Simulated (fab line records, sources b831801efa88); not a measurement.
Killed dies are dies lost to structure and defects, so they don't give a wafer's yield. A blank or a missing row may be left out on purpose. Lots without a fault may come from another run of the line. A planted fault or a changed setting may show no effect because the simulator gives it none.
fab line records | flow sky130
record lots=11 wafers=33 last_day=50
route steps=708 shown LDD_P@263 SD_P@329 SD_N@350 LI_CONTACT@363
lots that met no fault: from a run of the same line without faults
start_h: hours from the record's first day to the start of the lot's first wafer shown | wait_h: hours since the lot's step before | " the same as in the row above | L1.1+2: a row that stands for several wafers | - no value, or no start given | * or withheld: withheld | < > ~ a bound
route shown NAME@n: a module of which the file shows steps, and the number in the route of the first | usual: mean/standard deviation of fault-free wafers | same: alike in all rows | chamber/n: place in a boat | sites: the reading at each site | _std_site: their standard deviation | _edge_site: outer sites' mean less inner sites' | radius_mm: how far each site lies from the wafer's centre | mask NAME#n: copy n | behind: the tool/chamber that last shaped the wafer | hold: why the lot was held/for how many hours/how that ended | device: the transistor (n, p or np) that didn't switch | end of line: the same wafers' tests at the end of the route | a step without rows: its recipe alone | killed: dies lost to structure and defects at the first sort, not the wafer's yield | map: a wafer's dies, x killed, . not, _ none there
set.NAME: the setting as run; set.NAME@STEP: as run at that earlier step | model.NAME: the simulator's own value behind a step, which no gauge read
steps of the route over a sample of lots; a table a step, a row a wafer
services: from which hour (start_h, from the record's first day; less than 0 if before it) a tool's chamber was out of use, for how many hours, and why
## steps
# step SKY_LDD_P_OVL_MEAS_08
# usual LDD_P_OVL=0.7/1.4
# columns lot.wafer tool chamber start_h wait_h LDD_P_OVL[nm]
L351.1 overlay-02 - 420.24 0.1 1.2
L351.4 " - " " 0.4
L351.6 " - " " 1.5
L353.1 overlay-01 - 451.59 0.1 0.7
L353.2 " - " " -0.4
L353.4 " - " " 0.8
L354.4 overlay-01 - 455.27 0.1 2.6
L354.5 " - " " -0.1
L354.6 " - " " 2.3
L355.4 overlay-02 - 466.21 0.1 1.9
L355.5 " - " " 0.7
L355.6 " - " " 0.7
L358.1 overlay-01 - 504.04 0.1 -2.6
L358.3 " - " " -0.8
L358.5 " - " " -0.4
L364.4 overlay-02 - 554.76 0.1 0.3
L364.5 " - " " 1.0
L364.6 " - " " 1.5
L363.2 overlay-01 - 556.15 0.1 0.0
L363.4 " - " " -1.9
L363.6 " - " " 0.8
L365.2 overlay-01 - 558.25 0.1 1.8
L365.3 " - " " 3.6
L365.4 " - " " 1.3
L369.1 overlay-02 - 597.95 0.1 -0.8
L369.3 " - " " -0.5
L369.6 " - " " -0.9
L370.1 overlay-02 - 598.74 0.1 0.6
L370.4 " - " " -2.1
L370.5 " - " " 1.9
L373.1 overlay-02 - 623.05 0.1 0.1
L373.5 " - " " 0.9
L373.6 " - " " 2.5
# step SKY_SD_P_IMPLANT_09
# recipe species=BF2 energy_kev=20 dose_cm2=3e+15 tilt_deg=0
# usual beam_energy_keV=20.002/0.0068 dose_ions_cm2=3e+15/3.2e+12
# columns lot.wafer tool chamber start_h wait_h beam_energy_keV dose_ions_cm2
L351.1 implanter-04 0 573.93 0.0 20.002 2.997e+15
L351.4 " 0 " " 20.000 3.003e+15
L351.6 " 0 " " 19.996 3.007e+15
L353.1 implanter-03 0 604.68 0.0 20.004 2.998e+15
L353.2 " 0 " " 20.003 2.996e+15
L353.4 " 0 " " 20.003 3.005e+15
L354.4 implanter-04 0 607.80 0.1 20.010 3e+15
L354.5 " 0 " " 20.003 3.002e+15
L354.6 " 0 " " 20.006 3e+15
L355.4 implanter-03 0 617.05 0.1 20.013 3.002e+15
L355.5 " 0 " " 19.998 3.001e+15
L355.6 " 0 " " 20.005 3.002e+15
L358.1 implanter-04 0 648.56 0.1 20.011 2.999e+15
L358.3 " 0 " " 20.009 3e+15
L358.5 " 0 " " 20.012 3.003e+15
L364.4 implanter-04 0 694.35 0.1 20.003 3.004e+15
L364.5 " 0 " " 20.004 2.997e+15
L364.6 " 0 " " 20.006 3.001e+15
L363.2 implanter-04 0 697.06 0.0 19.990 3.002e+15
L363.4 " 0 " " 19.983 2.999e+15
L363.6 " 0 " " 19.993 3.002e+15
L365.2 implanter-02 0 698.10 0.0 20.009 2.999e+15
L365.3 " 0 " " 20.001 3.001e+15
L365.4 " 0 " " 19.996 2.995e+15
L369.1 implanter-03 0 736.63 0.0 19.993 2.995e+15
L369.3 " 0 " " 19.992 2.996e+15
L369.6 " 0 " " 19.998 2.997e+15
L370.1 implanter-04 0 739.03 0.0 20.004 2.411e+15
L370.4 " 0 " " 19.990 2.402e+15
L370.5 " 0 " " 20.002 2.412e+15
L373.1 implanter-04 0 761.53 0.0 20.005 2.41e+15
L373.5 " 0 " " 20.010 2.406e+15
L373.6 " 0 " " 20.001 2.407e+15
# step SKY_SD_P_STRIP_10
# recipe chemistry=O2/N2 power_w=1400 pressure_mtorr=1500 platen_temp_c=withheld o2_flow_sccm=3000 n2_flow_sccm=300 overash_fraction=0.5
# usual drypump_motor_current_A=5.6/0.55 oes_product_au=0.617/0.0045 strip_time_to_endpoint_s=17.50/0.052
# columns lot.wafer tool chamber start_h wait_h drypump_motor_current_A oes_product_au rf_hours_counter_h strip_time_to_endpoint_s
L351.1 plasma_asher-03 1 574.08 0.1 5.3 0.616 86 17.53
L351.4 " 1 " " 5.3 0.619 - 17.55
L351.6 " 0 " " 5.8 0.626 - 17.50
L353.1 plasma_asher-01 1 604.83 0.1 5.4 0.620 18 17.47
L353.2 " 0 " " 5.2 0.618 18 17.45
L353.4 " 0 " " 5.2 0.622 - 17.42
L354.4 plasma_asher-03 1 607.91 0.1 5.3 0.621 - 17.52
L354.5 " 1 " " 5.3 0.613 - 17.52
L354.6 " 0 " " 5.8 0.623 - 17.53
L355.4 plasma_asher-04 0 617.16 0.1 6.8 0.619 - 17.48
L355.5 " 0 " " 6.8 0.615 - 17.42
L355.6 " 1 " " 5.2 0.620 - 17.44
L358.1 plasma_asher-04 1 648.71 0.1 5.2 0.617 84 17.52
L358.3 " 0 " " 6.8 0.619 - 17.52
L358.5 " 1 " " 5.2 0.615 - 17.50
L364.4 plasma_asher-01 0 694.46 0.1 5.2 0.619 - 17.50
L364.5 " 0 " " 5.2 0.621 - 17.48
L364.6 " 1 " " 5.5 0.623 - 17.51
L363.2 plasma_asher-03 1 697.19 0.1 5.3 0.621 99 17.48
L363.4 " 0 " " 5.9 0.623 - 17.44
L363.6 " 0 " " 5.8 0.624 - 17.40
L365.2 plasma_asher-03 1 698.23 0.1 5.3 0.620 99 17.57
L365.3 " 1 " " 5.3 0.610 - 17.54
L365.4 " 0 " " 5.8 0.614 - 17.58
L369.1 plasma_asher-01 0 736.78 0.1 5.2 0.616 28 17.53
L369.3 " 1 " " 5.5 0.618 - 17.59
L369.6 " 1 " " 5.5 0.621 - 17.59
L370.1 plasma_asher-01 1 739.18 0.1 5.5 0.627 28 17.01
L370.4 " 0 " " 5.2 0.625 - 17.04
L370.5 " 1 " " 5.5 0.623 - 16.98
L373.1 plasma_asher-04 1 761.68 0.1 5.2 0.632 97 17.05
L373.5 " 0 " " 6.8 0.630 - 17.11
L373.6 " 1 " " 5.3 0.621 - 17.09
# step SKY_SD_P_TW_MEAS_11
# usual SD_P_TW=2788/14
# columns lot.wafer tool chamber start_h wait_h hold SD_P_TW
L351.1 film_metro-01 - 574.18 0.1 - 2803
L351.4 " - " " - 2797
L351.6 " - " " - 2795
L353.1 film_metro-03 - 604.93 0.1 - 2819
L353.2 " - " " - 2819
L353.4 " - " " - 2805
L354.4 film_metro-01 - 608.01 0.1 - 2777
L354.5 " - " " - 2801
L354.6 " - " " - 2801
L355.4 film_metro-04 - 617.26 0.1 - 2752
L355.5 " - " " - 2779
L355.6 " - " " - 2768
L358.1 film_metro-04 - 648.81 0.1 - 2781
L358.3 " - " " - 2792
L358.5 " - " " - 2781
L364.4 film_metro-03 - 694.56 0.1 - 2790
L364.5 " - " " - 2779
L364.6 " - " " - 2794
L363.2 film_metro-04 - 697.30 0.1 - 2769
L363.4 " - " " - 2778
L363.6 " - " " - 2785
L365.2 film_metro-04 - 698.34 0.1 - 2779
L365.3 " - " " - 2809
L365.4 " - " " - 2792
L369.1 film_metro-03 - 736.88 0.1 - 2783
L369.3 " - " " - 2797
L369.6 " - " " - 2795
L370.1 film_metro-01 - 739.28 0.1 await_dispo/0.2h/release 2686
L370.4 " - " " await_dispo/0.2h/release 2681
L370.5 " - " " await_dispo/0.2h/release 2674
L370.1 film_metro-01 - 739.51 0.2 - 2677
L370.4 " - " " - 2690
L370.5 " - " " - 2685
L373.1 film_metro-01 - 761.78 0.1 await_dispo/0.2h/release 2670
L373.5 " - " " await_dispo/0.2h/release 2668
L373.6 " - " " await_dispo/0.2h/release 2662
L373.1 film_metro-01 - 762.00 0.2 - 2661
L373.5 " - " " - 2647
L373.6 " - " " - 2662
# step SKY_SD_N_OVL_MEAS_08
# usual SD_N_OVL=-0.4/1.5
# columns lot.wafer tool chamber start_h wait_h SD_N_OVL[nm]
L351.1 overlay-02 - 628.30 0.1 0.4
L351.4 " - " " 1.2
L351.6 " - " " 0.6
L353.1 overlay-02 - 659.25 0.1 -1.3
L353.2 " - " " 0.9
L353.4 " - " " -2.9
L354.4 overlay-01 - 661.57 0.1 2.4
L354.5 " - " " 0.3
L354.6 " - " " 1.1
L355.4 overlay-01 - 671.07 0.1 1.7
L355.5 " - " " 1.3
L355.6 " - " " 1.6
L358.1 overlay-01 - 702.50 0.1 -0.1
L358.3 " - " " -0.3
L358.5 " - " " 1.3
L364.4 overlay-02 - 748.37 0.1 0.5
L364.5 " - " " 0.1
L364.6 " - " " 0.7
L363.2 overlay-02 - 751.31 0.1 -2.0
L363.4 " - " " -2.3
L363.6 " - " " -3.3
L365.2 overlay-01 - 753.55 0.1 -2.9
L365.3 " - " " -0.3
L365.4 " - " " -2.0
L369.1 overlay-02 - 790.55 0.1 0.6
L369.3 " - " " -0.9
L369.6 " - " " -2.3
L370.1 overlay-01 - 793.54 0.1 0.4
L370.4 " - " " 0.5
L370.5 " - " " 0.8
L373.1 overlay-01 - 815.94 0.1 -0.5
L373.5 " - " " 2.5
L373.6 " - " " 0.2
# step SKY_SD_N_RS_MEAS_17
# recipe thk_meas_gauge=four-point-probe
# usual SD_P_RS=147.0/0.35
# columns lot.wafer tool chamber start_h wait_h hold SD_P_RS[ohm/sq]
L351.1 film_metro-04 - 629.14 0.1 - 147.5
L351.4 " - " " - 147.2
L351.6 " - " " - 147.7
L353.1 film_metro-01 - 660.14 0.1 - 147.3
L353.2 " - " " - 147.4
L353.4 " - " " - 147.0
L354.4 film_metro-03 - 662.53 0.1 - 147.1
L354.5 " - " " - 147.4
L354.6 " - " " - 147.2
L355.4 film_metro-04 - 672.00 0.1 - 146.8
L355.5 " - " " - 147.0
L355.6 " - " " - 147.1
L358.1 film_metro-01 - 703.34 0.1 - 146.1
L358.3 " - " " - 146.4
L358.5 " - " " - 146.8
L364.4 film_metro-01 - 749.25 0.1 - 147.7
L364.5 " - " " - 147.5
L364.6 " - " " - 147.4
L363.2 film_metro-01 - 752.17 0.1 - 146.8
L363.4 " - " " - 147.1
L363.6 " - " " - 146.8
L365.2 film_metro-03 - 754.40 0.1 - 146.9
L365.3 " - " " - 147.0
L365.4 " - " " - 146.6
L369.1 film_metro-03 - 791.39 0.1 - 147.0
L369.3 " - " " - 147.0
L369.6 " - " " - 147.1
L370.1 film_metro-04 - 794.38 0.1 await_dispo/0.2h/release 150.3
L370.4 " - " " await_dispo/0.2h/release 150.7
L370.5 " - " " await_dispo/0.2h/release 150.6
L370.1 film_metro-04 - 794.67 0.3 - 150.6
L370.4 " - " " - 150.5
L370.5 " - " " - 150.4
L373.1 film_metro-04 - 816.78 0.1 await_dispo/0.2h/release 150.7
L373.5 " - " " await_dispo/0.2h/release 150.7
L373.6 " - " " await_dispo/0.2h/release 150.6
L373.1 film_metro-04 - 817.07 0.3 - 151.0
L373.5 " - " " - 150.9
L373.6 " - " " - 150.7
# step SKY_LI_CONTACT_THK_MEAS_01
# recipe reads=PSG_of_LI_CONTACT_HDPCVD_00
# usual LI_CONTACT_HDPCVD_THK=927/14
# columns lot.wafer tool chamber start_h wait_h LI_CONTACT_HDPCVD_THK[nm]
L351.1 film_metro-01 - 629.50 0.1 909
L351.4 " - " " 929
L351.6 " - " " 909
L353.1 film_metro-04 - 660.51 0.1 911
L353.2 " - " " 913
L353.4 " - " " 920
L354.4 film_metro-03 - 662.86 0.0 917
L354.5 " - " " 925
L354.6 " - " " 908
L355.4 film_metro-03 - 672.34 0.0 924
L355.5 " - " " 959
L355.6 " - " " 928
L358.1 film_metro-03 - 703.70 0.1 943
L358.3 " - " " 944
L358.5 " - " " 957
L364.4 film_metro-01 - 749.58 0.0 913
L364.5 " - " " 906
L364.6 " - " " 912
L363.2 film_metro-03 - 752.52 0.1 910
L363.4 " - " " 926
L363.6 " - " " 920
L365.2 film_metro-04 - 754.77 0.1 926
L365.3 " - " " 939
L365.4 " - " " 913
L369.1 film_metro-01 - 791.75 0.1 938
L369.3 " - " " 936
L369.6 " - " " 941
L370.1 film_metro-03 - 797.82 0.2 922
L370.4 " - " " 930
L370.5 " - " " 935
L373.1 film_metro-01 - 819.68 0.1 910
L373.5 " - " " 913
L373.6 " - " " 915
## services
# columns tool chamber start_h hours kind
plasma_asher-03 - 554.76 0.6 repair
implanter-03 - 566.98 8.6 pm
implanter-02 - 569.33 18.6 pm
implanter-03 - 577.95 3.3 pm
plasma_asher-04 - 603.06 2.8 pm
implanter-02 - 603.86 3.7 repair
implanter-02 - 621.00 12.5 pm
plasma_asher-03 - 627.84 2.8 pm
plasma_asher-03 - 634.46 2.0 repair
implanter-03 - 635.12 1.1 repair
implanter-02 - 636.15 1.9 repair
implanter-03 - 638.51 3.8 pm
implanter-03 - 646.82 6.4 repair
plasma_asher-01 - 649.55 16.9 repair
plasma_asher-01 - 666.47 14.6 pm
plasma_asher-03 - 669.35 0.5 repair
plasma_asher-03 - 724.23 1.7 repair
plasma_asher-03 - 733.75 9.0 pm
plasma_asher-03 0 733.75 9.0 vent_cycle
plasma_asher-03 1 733.75 9.0 vent_cycle
plasma_asher-03 0 742.75 - clean
plasma_asher-03 1 742.75 - clean
plasma_asher-01 - 751.06 3.0 repair
plasma_asher-03 - 757.13 8.6 repair
## key
first_sign step=SKY_SD_P_IMPLANT_09 reading=dose_ions_cm2 direction=down sigmas=99+ usual=* struck=*
effect step=SKY_SD_P_STRIP_10 reading=strip_time_to_endpoint_s direction=down sigmas=8.8 usual=* struck=*
effect step=SKY_SD_P_TW_MEAS_11 reading=visit direction=added
effect step=SKY_SD_P_TW_MEAS_11 reading=SD_P_TW direction=down sigmas=8.1 usual=2788 struck=2673
effect step=SKY_SD_N_RS_MEAS_17 reading=SD_P_RS direction=up sigmas=10 usual=147.0 struck=150.6
met_at SKY_SD_P_IMPLANT_09
struck_lots L370,L373
tester_left_out L370,L373
not_acting_at SKY_LDD_P_OVL_MEAS_08,SKY_SD_N_OVL_MEAS_08,SKY_LI_CONTACT_THK_MEAS_01
onset_between 697.06 739.03
fault kind=process_parameter_drift tool=implanter-04 chamber=- onset_h=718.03 steps=SKY_SD_P_IMPLANT_09 channel=dose_cm2 offset=* shape=step end_h=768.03 acts_in=* stated=*
# tester_left_out: of these lots the tester's yield and bins aren't shown, on N5 and GAA mostly nor the transistor test; their killed dies are dies lost to structure and defects alone, not to doping, threshold or leakage, so they don't give the yield
